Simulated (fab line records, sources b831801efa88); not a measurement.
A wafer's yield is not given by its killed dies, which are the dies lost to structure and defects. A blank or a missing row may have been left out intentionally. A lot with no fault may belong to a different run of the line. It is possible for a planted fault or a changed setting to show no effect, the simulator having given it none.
fab line records	flow gf180mcu
record: lots: 7	wafers: 21	last_day: 34
route steps=602 shown V3@448 M4@456
lots that met no fault: from a run of the same line without faults
start_h: the number of hours between the record's first day and the start of the first shown wafer of the lot	wait_h: time in hours since the lot's previous step	" repeats the value in the row above	L1.1+2: several wafers, shown together as one row	- either no value or no given start	* or withheld: withheld	< > ~ a bound
route shown NAME@n: a module of which the file shows steps, and the number in the route of the first	usual: average and standard deviation across the fault-free wafers	same: alike in all rows	chamber/n: place in a boat	sites: per-site readings	_std_site: how widely they spread, as a standard deviation	_edge_site: outer sites' mean less inner sites'	radius_mm: for every site, how far away it sits from the centre of the wafer	mask NAME#n: copy n	behind: the tool/chamber that last shaped the wafer	hold: cause of the lot's hold/its duration in hours/its outcome	device: transistor that didn't switch, given as n, p or np	end of line: tests run on the same wafers once the route is complete	where a step has no rows: the recipe by itself	killed: at the first sort, the dies lost to defects and structure; wafer yield is something else	map: dies across one wafer; x = killed, . = not, _ = none there
set.NAME: the setting as run; set.NAME@STEP: as run at that earlier step	model.NAME: the simulator's own value behind a step, which no gauge read
lots seen at some steps along the route; tables by step, rows by wafer
services: a tool's chamber out of use, with start hour (start_h, from the record's first day; less than 0 if before it), hours out, and reason
== steps ==
step: GF_V3_STRIP_19
recipe: chemistry: post_etch_residue_remover	time_s: 1200	temp_c: 72.5
step: GF_V3_CLEAN_20
recipe: chemistry: DIW	dry: n2_spin
step: GF_V3_SPUTTER_21
recipe: material: Ti	target_thk_nm: 15	chamber_pressure_pa: 5	power_w: 2500	substrate_temp_c: 200	time_s: 77.09
usual: cathode_dc_power_W: 2500.0/0.44	chamber_pressure_pa: 4.999/0.0095	substrate_temp_c: 199.97/0.15	throttle_valve_pct: 30.0/0.64
lot.wafer	tool	chamber	start_h	wait_h	cathode_dc_power_W	chamber_pressure_pa	substrate_temp_c	throttle_valve_pct
L325.3	pvd_sputter-04	-	544.83	0.0	2499.6	4.991	199.85	29.7
L325.4	"	-	"	"	2499.8	5.007	199.88	30.0
L325.5	"	-	"	"	2499.8	4.994	199.77	29.9
L326.1	pvd_sputter-04	-	551.61	0.0	2500.3	5.002	199.97	29.5
L326.3	"	-	"	"	2500.1	4.994	200.04	30.7
L326.5	"	-	"	"	2499.6	5.008	200.01	30.0
L329.1	pvd_sputter-02	-	568.43	0.0	2500.1	5.023	199.85	30.0
L329.5	"	-	"	"	2500.0	4.989	199.88	29.7
L329.6	"	-	"	"	2500.7	5.002	199.74	30.7
L330.1	pvd_sputter-02	-	587.21	0.0	2500.3	5.015	199.97	30.0
L330.2	"	-	"	"	2499.7	5.004	200.02	30.4
L330.4	"	-	"	"	2500.5	4.985	200.16	30.8
L331.2	pvd_sputter-04	-	588.39	0.0	2499.6	4.990	199.77	29.9
L331.4	"	-	"	"	2500.3	4.984	200.15	28.7
L331.6	"	-	"	"	2500.8	4.999	200.06	28.3
L341.3	pvd_sputter-03	-	666.40	0.0	2500.6	4.992	200.06	29.7
L341.5	"	-	"	"	2500.5	5.009	200.22	29.8
L341.6	"	-	"	"	2499.9	4.990	199.98	30.4
L343.2	pvd_sputter-04	-	678.48	0.0	2500.4	4.998	200.34	30.6
L343.4	"	-	"	"	2499.6	5.011	199.80	29.5
L343.5	"	-	"	"	2500.7	4.982	199.86	28.3
step: GF_V3_SPUTTER_22
recipe: material: TiN	target_thk_nm: 10	chamber_pressure_pa: 5	power_w: 4000	time_s: 40
usual: cathode_dc_power_W: 4000.1/0.73	chamber_pressure_pa: 5.000/0.01	throttle_valve_pct: 30.0/0.62
lot.wafer	tool	chamber	start_h	wait_h	cathode_dc_power_W	chamber_pressure_pa	throttle_valve_pct
L325.3	pvd_sputter-04	-	544.89	0.0	3999.9	5.003	29.5
L325.4	"	-	"	"	3999.4	4.997	29.9
L325.5	"	-	"	"	4000.7	5.013	29.8
L326.1	pvd_sputter-04	-	551.67	0.0	3999.7	5.015	29.6
L326.3	"	-	"	"	4000.5	4.992	31.0
L326.5	"	-	"	"	4000.3	4.994	30.6
L329.1	pvd_sputter-02	-	568.49	0.0	4000.4	5.002	30.2
L329.5	"	-	"	"	4000.5	4.995	29.4
L329.6	"	-	"	"	3999.0	5.006	30.9
L330.1	pvd_sputter-02	-	587.27	0.0	4001.7	5.001	30.0
L330.2	"	-	"	"	3999.6	5.011	30.6
L330.4	"	-	"	"	3999.6	5.006	30.6
L331.2	pvd_sputter-04	-	588.51	0.1	4000.4	5.003	29.9
L331.4	"	-	"	"	3999.8	5.003	28.7
L331.6	"	-	"	"	3999.1	5.010	28.3
L341.3	pvd_sputter-03	-	666.46	0.0	3998.8	4.985	29.7
L341.5	"	-	"	"	3999.0	5.002	29.3
L341.6	"	-	"	"	3999.6	4.999	30.2
L343.2	pvd_sputter-04	-	678.54	0.0	4000.0	5.003	30.4
L343.4	"	-	"	"	3999.1	4.988	29.7
L343.5	"	-	"	"	4001.0	4.983	28.5
step: GF_V3_CVD_23
recipe: material: W	target_thk_nm: 350	time_s: 104.9	temp_c: 400	pressure_torr: 40
usual: heater_power_outer_w: 504/60	heater_power_w: 785/93
lot.wafer	tool	chamber	start_h	wait_h	heater_power_outer_w	heater_power_w
L325.3	cvd_w-02	1	544.97	0.1	451	688
L325.4	"	0	"	"	570	897
L325.5	"	0	"	"	564	888
L326.1	cvd_w-02	1	551.71	0.0	449	669
L326.3	"	0	"	"	576	892
L326.5	"	1	"	"	467	683
L329.1	cvd_w-02	1	568.53	0.0	454	669
L329.5	"	0	"	"	584	905
L329.6	"	1	"	"	448	680
L330.1	cvd_w-02	0	587.31	0.0	563	888
L330.2	"	1	"	"	453	662
L330.4	"	0	"	"	581	912
L331.2	cvd_w-01	1	588.59	0.0	555	862
L331.4	"	1	"	"	563	883
L331.6	"	0	"	"	440	718
L341.3	cvd_w-02	1	666.54	0.1	477	685
L341.5	"	1	"	"	446	687
L341.6	"	0	"	"	564	873
L343.2	cvd_w-01	1	678.58	0.0	567	868
L343.4	"	0	"	"	443	708
L343.5	"	1	"	"	563	880
step: GF_V3_RS_MEAS_24
recipe: thk_meas_gauge: four-point-probe	reads: W_of_V3_CVD_23+TiN_of_V3_SPUTTER_22+Ti_of_V3_SPUTTER_21
usual: V3_W_RS: 0.324/0.0065
lot.wafer	tool	chamber	start_h	wait_h	V3_W_RS[ohm/sq]
L325.3	film_metro-03	-	545.08	0.1	0.330
L325.4	"	-	"	"	0.314
L325.5	"	-	"	"	0.316
L326.1	film_metro-02	-	551.82	0.1	0.322
L326.3	"	-	"	"	0.310
L326.5	"	-	"	"	0.325
L329.1	film_metro-01	-	568.64	0.1	0.324
L329.5	"	-	"	"	0.312
L329.6	"	-	"	"	0.324
L330.1	film_metro-03	-	587.42	0.1	0.310
L330.2	"	-	"	"	0.324
L330.4	"	-	"	"	0.312
L331.2	film_metro-01	-	588.72	0.1	0.332
L331.4	"	-	"	"	0.337
L331.6	"	-	"	"	0.325
L341.3	film_metro-03	-	666.65	0.1	0.320
L341.5	"	-	"	"	0.327
L341.6	"	-	"	"	0.315
L343.2	film_metro-02	-	678.71	0.1	0.336
L343.4	"	-	"	"	0.327
L343.5	"	-	"	"	0.332
step: GF_V3_THK_MEAS_25
recipe: thk_meas_gauge: xrf	reads: W_of_V3_CVD_23
usual: V3_W_THK: 357/8.3
lot.wafer	tool	chamber	start_h	wait_h	V3_W_THK[nm]
L325.3	film_metro-03	-	545.18	0.1	346
L325.4	"	-	"	"	362
L325.5	"	-	"	"	359
L326.1	film_metro-02	-	551.94	0.1	355
L326.3	"	-	"	"	369
L326.5	"	-	"	"	353
L329.1	film_metro-01	-	568.76	0.1	361
L329.5	"	-	"	"	376
L329.6	"	-	"	"	361
L330.1	film_metro-03	-	587.54	0.1	367
L330.2	"	-	"	"	351
L330.4	"	-	"	"	362
L331.2	film_metro-01	-	588.83	0.1	350
L331.4	"	-	"	"	346
L331.6	"	-	"	"	358
L341.3	film_metro-03	-	666.75	0.1	363
L341.5	"	-	"	"	353
L341.6	"	-	"	"	370
L343.2	film_metro-02	-	678.82	0.1	341
L343.4	"	-	"	"	354
L343.5	"	-	"	"	349
step: GF_V3_CMP_26
recipe: stop_on: SiO2	down_force_psi: 3.5	platen_rpm: 60	t_overpolish_s: 15	target_thk_nm: 0	pad_velocity_m_s: 0.94248
usual: motor_current_A: 11.2/1.1	overpolish_run_s: 15.000/0.0095	time_to_endpoint_s: 85/3.7
lot.wafer	tool	chamber	start_h	wait_h	motor_current_A	overpolish_run_s	time_to_endpoint_s
L325.4	cmp-01	1	545.22	0.0	9.6	14.997	88
L325.3	"	0	"	"	12.3	15.004	84
L325.5	"	2	"	"	11.1	14.990	86
L326.1	cmp-01	1	552.00	0.1	9.3	15.008	84
L326.3	"	2	"	"	11.2	15.010	82
L326.5	"	2	"	"	11.2	15.004	79
L329.1	cmp-01	0	568.87	0.1	11.9	14.994	88
L329.5	"	3	"	"	9.6	15.006	95
L329.6	"	0	"	"	12.5	14.997	84
L330.4	cmp-01	0	587.60	0.0	11.6	15.001	88
L330.1	"	1	"	"	9.0	15.002	89
L330.2	"	3	"	"	10.1	14.999	90
L331.2	cmp-02	3	588.93	0.1	11.5	15.012	83
L331.4	"	0	"	"	11.1	14.998	81
L331.6	"	2	"	"	11.8	14.984	89
L341.3	cmp-02	2	666.79	0.0	11.5	15.014	86
L341.5	"	2	"	"	12.2	15.009	85
L341.6	"	3	"	"	11.6	15.002	87
L343.4	cmp-01	2	678.92	0.1	11.3	15.021	78
L343.2	"	3	"	"	10.1	14.987	84
L343.5	"	1	"	"	9.0	14.997	82
step: GF_M4_SPUTTER_00
recipe: material: Ti	target_thk_nm: 37.5	arriving_ion_energy_ev: 80	substrate_temp_c: 200	chamber_pressure_pa: 2	power_w: 4000	time_s: 150
usual: cathode_dc_power_W: 4000.0/0.74	chamber_pressure_pa: 2.000/0.0041	substrate_temp_c: 199.99/0.16	throttle_valve_pct: 30.5/0.66
lot.wafer	tool	chamber	start_h	wait_h	cathode_dc_power_W	chamber_pressure_pa	substrate_temp_c	throttle_valve_pct
L325.3	pvd_sputter-01	-	545.52	0.1	3998.3	1.999	200.10	30.9
L325.4	"	-	"	"	4000.2	1.996	200.08	29.7
L325.5	"	-	"	"	3999.7	2.004	199.95	30.5
L326.1	pvd_sputter-03	-	552.30	0.2	3999.7	2.003	199.98	29.9
L326.3	"	-	"	"	3999.0	1.999	200.02	29.7
L326.5	"	-	"	"	3999.6	2.002	199.94	30.7
L329.1	pvd_sputter-03	-	569.12	0.2	3999.6	2.005	200.02	30.3
L329.5	"	-	"	"	4001.2	1.999	199.98	30.1
L329.6	"	-	"	"	4000.9	1.997	199.95	30.0
L330.1	pvd_sputter-03	-	587.90	0.2	4000.3	1.999	199.84	29.9
L330.2	"	-	"	"	4000.0	1.999	200.14	30.0
L330.4	"	-	"	"	4000.0	1.999	200.18	30.2
L331.2	pvd_sputter-02	-	589.18	0.2	4000.2	2.005	199.88	30.7
L331.4	"	-	"	"	4000.2	1.997	200.04	30.1
L331.6	"	-	"	"	4000.0	1.998	200.10	30.1
L341.3	pvd_sputter-03	-	667.09	0.2	4000.5	2.008	199.98	30.9
L341.5	"	-	"	"	3999.9	2.000	200.17	30.4
L341.6	"	-	"	"	3998.8	1.997	200.09	29.7
L343.2	pvd_sputter-01	-	679.17	0.1	4000.4	2.004	199.81	32.0
L343.4	"	-	"	"	4001.1	1.994	199.89	30.5
L343.5	"	-	"	"	3999.5	1.994	199.77	31.1
step: GF_M4_SPUTTER_01
recipe: material: TiN	target_thk_nm: 30	power_w: 6500	time_s: 25	chamber_pressure_pa: 0.4
step: GF_M4_SPUTTER_02
recipe: material: AlCu	target_thk_nm: 450	power_w: 10600	time_s: 23.9	chamber_pressure_pa: 0.4
step: GF_M4_SPUTTER_03
recipe: material: Ti	target_thk_nm: 10	substrate_temp_c: 300	chamber_pressure_pa: 0.3	power_w: 3000	time_s: 6.7
step: GF_M4_SPUTTER_04
recipe: material: TiN	target_thk_nm: 50	power_w: 6500	time_s: 41.7	chamber_pressure_pa: 0.4
usual: cathode_dc_power_W: 6500.0/1.2	chamber_pressure_pa: 0.4000/0.00079	throttle_valve_pct: 30.5/0.67
lot.wafer	tool	chamber	start_h	wait_h	cathode_dc_power_W	chamber_pressure_pa	throttle_valve_pct
L325.3	pvd_sputter-01	-	545.70	0.0	6499.9	0.3991	31.0
L325.4	"	-	"	"	6502.2	0.4000	29.9
L325.5	"	-	"	"	6499.8	0.4007	30.5
L326.1	pvd_sputter-03	-	552.48	0.0	6499.8	0.4005	30.0
L326.3	"	-	"	"	6499.9	0.4002	29.5
L326.5	"	-	"	"	6501.6	0.4005	30.7
L329.1	pvd_sputter-03	-	569.30	0.0	-	-	-
L329.5	"	-	"	"	-	-	-
L329.6	"	-	"	"	-	-	-
L330.1	pvd_sputter-03	-	588.08	0.0	-	-	-
L330.2	"	-	"	"	-	-	-
L330.4	"	-	"	"	-	-	-
L331.2	pvd_sputter-02	-	589.37	0.0	-	-	-
L331.4	"	-	"	"	-	-	-
L331.6	"	-	"	"	-	-	-
L341.3	pvd_sputter-03	-	667.27	0.0	6500.7	0.3989	31.0
L341.5	"	-	"	"	6498.3	0.3993	30.3
L341.6	"	-	"	"	6500.2	0.3993	29.9
L343.2	pvd_sputter-01	-	679.35	0.0	6500.8	0.4002	31.9
L343.4	"	-	"	"	6498.0	0.4004	30.7
L343.5	"	-	"	"	6499.3	0.4001	31.1
step: GF_M4_THK_MEAS_06
recipe: thk_meas_gauge: xrf	reads: AlCu_of_M4_SPUTTER_02
usual: M4_ALCU_THK: 461/4.5
lot.wafer	tool	chamber	start_h	wait_h	M4_ALCU_THK[nm]
L325.3	film_metro-02	-	545.88	0.1	462
L325.4	"	-	"	"	451
L325.5	"	-	"	"	464
L326.1	film_metro-04	-	552.64	0.1	453
L326.3	"	-	"	"	457
L326.5	"	-	"	"	454
L329.1	film_metro-01	-	569.46	0.1	510
L329.5	"	-	"	"	505
L329.6	"	-	"	"	513
L330.1	film_metro-01	-	588.24	0.1	516
L330.2	"	-	"	"	509
L330.4	"	-	"	"	513
L331.2	film_metro-01	-	589.54	0.1	508
L331.4	"	-	"	"	515
L331.6	"	-	"	"	516
L341.3	film_metro-02	-	667.45	0.1	463
L341.5	"	-	"	"	466
L341.6	"	-	"	"	468
L343.2	film_metro-04	-	679.52	0.1	468
L343.4	"	-	"	"	466
L343.5	"	-	"	"	467
step: GF_M4_DEHYDRATE_07
recipe: temp_c: 200	time_s: 60
== services ==
tool	chamber	start_h	hours	kind
cvd_w-01	-	522.00	2.8	pm
pvd_sputter-03	0	538.09	-	consumable_replace:kit
pvd_sputter-03	0	538.09	18.0	scheduled_down
pvd_sputter-03	0	538.09	18.0	vent_cycle
pvd_sputter-03	-	556.92	0.9	repair
cmp-02	-	572.00	4.0	pm
cmp-01	-	592.22	1.5	repair
cmp-02	-	601.94	1.5	repair
cmp-02	-	601.95	0.3	repair
pvd_sputter-01	1	607.97	-	consumable_replace:kit
pvd_sputter-01	1	607.97	18.0	scheduled_down
cmp-01	-	630.96	1.8	repair
cvd_w-02	-	641.16	0.5	repair
cvd_w-02	-	651.07	2.8	pm
cvd_w-01	1	653.90	12.5	repair
cvd_w-01	0	656.54	2.6	repair
cvd_w-02	-	671.25	27.7	repair
cmp-02	-	676.31	15.2	repair
pvd_sputter-02	1	677.74	-	consumable_replace:kit
pvd_sputter-02	1	677.74	18.0	scheduled_down
pvd_sputter-02	1	677.74	18.0	vent_cycle
pvd_sputter-03	3	678.54	-	consumable_replace:kit
pvd_sputter-03	3	678.54	18.0	scheduled_down
pvd_sputter-03	3	678.54	18.0	vent_cycle
== key ==
first_sign: step: GF_M4_SPUTTER_04	reading: tool_record	direction: missing
effect: step: GF_M4_THK_MEAS_06	reading: M4_ALCU_THK	direction: up	sigmas: 11	usual: 461	struck: 512
met_at GF_M4_SPUTTER_04
struck_wafers L329.1,L329.5,L329.6,L330.1,L330.2,L330.4,L331.2,L331.4,L331.6
later_rows_left_out L329.1,L329.5,L329.6,L330.1,L330.2,L330.4,L331.2,L331.4,L331.6
sort_left_out L329.1,L329.5,L329.6,L330.1,L330.2,L330.4,L331.2,L331.4,L331.6
onset_between 552.48 569.30
fault: kind: skipped_step_whole	tool: pvd_sputter-02,pvd_sputter-03	chamber: -	onset_h: 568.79	steps: GF_M4_SPUTTER_04	scope: struck_lots_only
sort_left_out: the simulated sort isn't trusted on such a fault, so these wafers' sort isn't shown, and their yield isn't known
later_rows_left_out: the simulator's readings of these wafers behind a module that went badly wrong aren't trusted and aren't shown, but for the sort
